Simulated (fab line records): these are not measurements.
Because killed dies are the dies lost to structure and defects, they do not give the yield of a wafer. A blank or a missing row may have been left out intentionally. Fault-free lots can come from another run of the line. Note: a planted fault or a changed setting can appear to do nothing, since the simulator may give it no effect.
Which tool did it?	flow gf180mcu	12 lots, 36 wafers sampled, at 5 steps of a route of 602

WHAT THE GAUGES SHOWED, per wafer
GF_M4_CD_MEAS_14 targets a cd of 280 nm. Usual: cdNm at 280.3 nm, with a standard deviation of 1.2.
lot	measured	on	cdNm (nm)	flag
L954	day 24 01:59	cdSem-01	279.9 279.7 280.4	
L955	day 24 05:25	cdSem-01	279.5 279.7 279.5	
L957	day 24 23:17	cdSem-02	280.7 281.6 281.7	
L958	day 25 06:59	cdSem-02	278.7 278.0 279.9	
L959	day 25 14:20	cdSem-02	281.8 280.3 280.7	
L962	day 26 19:30	cdSem-02	280.7 281.5 281.0	
L964	day 27 09:46	cdSem-01	282.1 282.3 281.6	
L965	day 27 12:29	cdSem-02	281.0 280.8 279.7	
L966	day 27 20:53	cdSem-01	280.5 280.7 279.7	
L970	day 28 23:22	cdSem-01	294.3 294.1 295.5	OFF
L971	day 29 16:47	cdSem-01	280.8 280.6 280.1	
L972	day 29 18:09	cdSem-02	294.1 294.1 294.7	OFF

WHICH TOOL RAN EACH LOT (tool, then ch and the chambers of the sampled wafers, then the start)
lot	GF_V3_CMP_04	GF_M4_SPUTTER_03	GF_M4_SPUTTER_04	GF_M4_PEB_12
L954	cmp-01 ch 0,1,2, day 22 01:48	pvdSputter-02, day 23 03:10	pvdSputter-02, day 23 03:11	lithoTrack-01 ch 0, day 24 01:38
L955	cmp-02 ch 1,3, day 22 05:56	pvdSputter-04, day 23 06:40	pvdSputter-04, day 23 06:41	lithoTrack-03 ch 0, day 24 05:04
L957	cmp-01 ch 0,3, day 23 01:16	pvdSputter-02, day 24 01:27	pvdSputter-02, day 24 01:28	lithoTrack-01 ch 0, day 24 22:56
L958	cmp-01 ch 0,1,2, day 23 08:08	pvdSputter-01, day 24 08:58	pvdSputter-01, day 24 08:59	lithoTrack-03 ch 0, day 25 06:33
L959	cmp-02 ch 0,1,3, day 23 16:31	pvdSputter-01, day 24 16:10	pvdSputter-01, day 24 16:11	lithoTrack-01 ch 0, day 25 13:59
L962	cmp-02 ch 0,2,3, day 24 23:48	pvdSputter-02, day 25 23:02	pvdSputter-02, day 25 23:03	lithoTrack-04 ch 0, day 26 19:10
L964	cmp-01 ch 0,1, day 25 13:47	pvdSputter-02, day 26 13:31	pvdSputter-02, day 26 13:32	lithoTrack-04 ch 0, day 27 09:27
L965	cmp-01 ch 0,3, day 25 17:23	pvdSputter-01, day 26 16:41	pvdSputter-01, day 26 16:42	lithoTrack-04 ch 0, day 27 12:08
L966	cmp-02 ch 1,2,3, day 26 01:52	pvdSputter-01, day 27 01:05	pvdSputter-01, day 27 01:06	lithoTrack-01 ch 0, day 27 20:32
L970	cmp-02 ch 0,1,2, day 27 06:43	pvdSputter-04, day 28 04:23	pvdSputter-04, day 28 04:24	lithoTrack-01 ch 0, day 28 23:02
L971	cmp-01 ch 0,1,3, day 28 00:21	pvdSputter-01, day 28 21:29	pvdSputter-01, day 28 21:30	lithoTrack-04 ch 0, day 29 16:26
L972	cmp-02 ch 1,2,3, day 28 01:26	pvdSputter-01, day 28 22:29	pvdSputter-01, day 28 22:31	lithoTrack-01 ch 0, day 29 17:49
- GF_V3_CMP_04: polishes SiO2.
- GF_M4_SPUTTER_03: material Ti, target thk 10 nm, time 6.7 s.
- GF_M4_SPUTTER_04: material TiN, target thk 50 nm, time 41.7 s.
- GF_M4_PEB_12: peb time 90 s.

WHAT THE TOOLS THEMSELVES READ (means of the sampled wafers that have a number; where no wafer has one, the mark that the record gives instead)
GF_V3_CMP_04. Usual: motorCurrentA 11.8 A, standard deviation 0.99; slurryFlowMlMin 150.0, standard deviation 0.52; timeToEndpointS 79 s, standard deviation 5.9.
lot	tool	motorCurrentA (A)	slurryFlowMlMin	timeToEndpointS (s)	flag
L954	cmp-01	12.5	149.9	72	
L955	cmp-02	12.1	150.6	83	
L957	cmp-01	11.7	149.7	74	
L958	cmp-01	11.8	149.6	71	
L959	cmp-02	12.2	150.2	86	
L962	cmp-02	12.3	149.9	79	
L964	cmp-01	12.1	150.1	81	
L965	cmp-01	11.3	150.2	78	
L966	cmp-02	11.6	150.1	84	
L970	cmp-02	11.3	150.3	82	
L971	cmp-01	12.2	150.1	80	
L972	cmp-02	11.4	150.3	87	

GF_M4_SPUTTER_03. Usual: chamberPressurePa 0.2999 Pa, standard deviation 0.00065; throttleValvePct 30.2 %, standard deviation 1.1.
lot	tool	chamberPressurePa (Pa)	throttleValvePct (%)	flag
L954	pvdSputter-02	0.2995	30.9	
L955	pvdSputter-04	0.2985	30.5	
L957	pvdSputter-02	0.2996	30.9	
L958	pvdSputter-01	0.3001	30.0	
L959	pvdSputter-01	0.2997	29.1	
L962	pvdSputter-02	0.2998	31.7	
L964	pvdSputter-02	0.2998	31.6	
L965	pvdSputter-01	0.3004	29.9	
L966	pvdSputter-01	0.3002	29.3	
L970	pvdSputter-04	0.3006	29.8	
L971	pvdSputter-01	0.2998	29.7	
L972	pvdSputter-01	0.2997	29.5	

GF_M4_SPUTTER_04. Usual: chamberPressurePa 0.4000 Pa, standard deviation 0.00081; throttleValvePct 30.2 %, standard deviation 1.1.
lot	tool	chamberPressurePa (Pa)	throttleValvePct (%)	flag
L954	pvdSputter-02	0.3994	31.0	
L955	pvdSputter-04	0.4000	30.5	
L957	pvdSputter-02	0.3994	30.8	
L958	pvdSputter-01	0.4002	29.9	
L959	pvdSputter-01	0.3994	28.8	
L962	pvdSputter-02	0.3996	31.8	
L964	pvdSputter-02	0.3993	31.9	
L965	pvdSputter-01	0.4005	30.0	
L966	pvdSputter-01	0.3997	29.4	
L970	pvdSputter-04	0.3996	29.7	
L971	pvdSputter-01	0.3997	29.6	
L972	pvdSputter-01	0.3994	29.4	

GF_M4_PEB_12. Usual: heaterPowerTotalW 85.69 W, standard deviation 0.084; plateTempC 134.99 C, standard deviation 0.15.
lot	tool	heaterPowerTotalW (W)	plateTempC (C)	flag
L954	lithoTrack-01	85.69	135.10	
L955	lithoTrack-03	85.73	135.12	
L957	lithoTrack-01	85.73	134.85	
L958	lithoTrack-03	85.66	134.98	
L959	lithoTrack-01	85.67	135.21	
L962	lithoTrack-04	85.68	134.74	
L964	lithoTrack-04	85.71	135.02	
L965	lithoTrack-04	85.71	135.02	
L966	lithoTrack-01	85.73	134.91	
L970	lithoTrack-01	82.05	130.76	OFF
L971	lithoTrack-04	85.62	135.16	
L972	lithoTrack-01	82.16	130.63	OFF

THE ANSWER, worked out from the rows above alone
Rule: a lot counts as off when the mean over its wafers that have a number is more than 3 standard deviations away from the usual mean. A lot without any number at a reading at which 4 lots or more have one is off too. Any other lot the step has rows for is counted as sound. After the gauges, taken in route order, come the tools' own readings; for these a lot's mean is taken, as printed above. At the first step where some lot is off, the reading lying furthest off is the one used; lots without a number count as furthest.
Off: L970, L972, at GF_M4_CD_MEAS_14 (cdNm).
A tool fits if, at a process step before that reading, it ran every lot that is off, and no sound lot after the first of them. The gauges at GF_M4_CD_MEAS_14 aren't tried: what is off there is off at GF_M4_PEB_12 too, on other tools, and a gauge's error can't cause that. This does not decide it: 2 tools fit, namely cmp-02 at GF_V3_CMP_04 and lithoTrack-01 at GF_M4_PEB_12.

WHAT THE SIMULATOR HAD INSERTED
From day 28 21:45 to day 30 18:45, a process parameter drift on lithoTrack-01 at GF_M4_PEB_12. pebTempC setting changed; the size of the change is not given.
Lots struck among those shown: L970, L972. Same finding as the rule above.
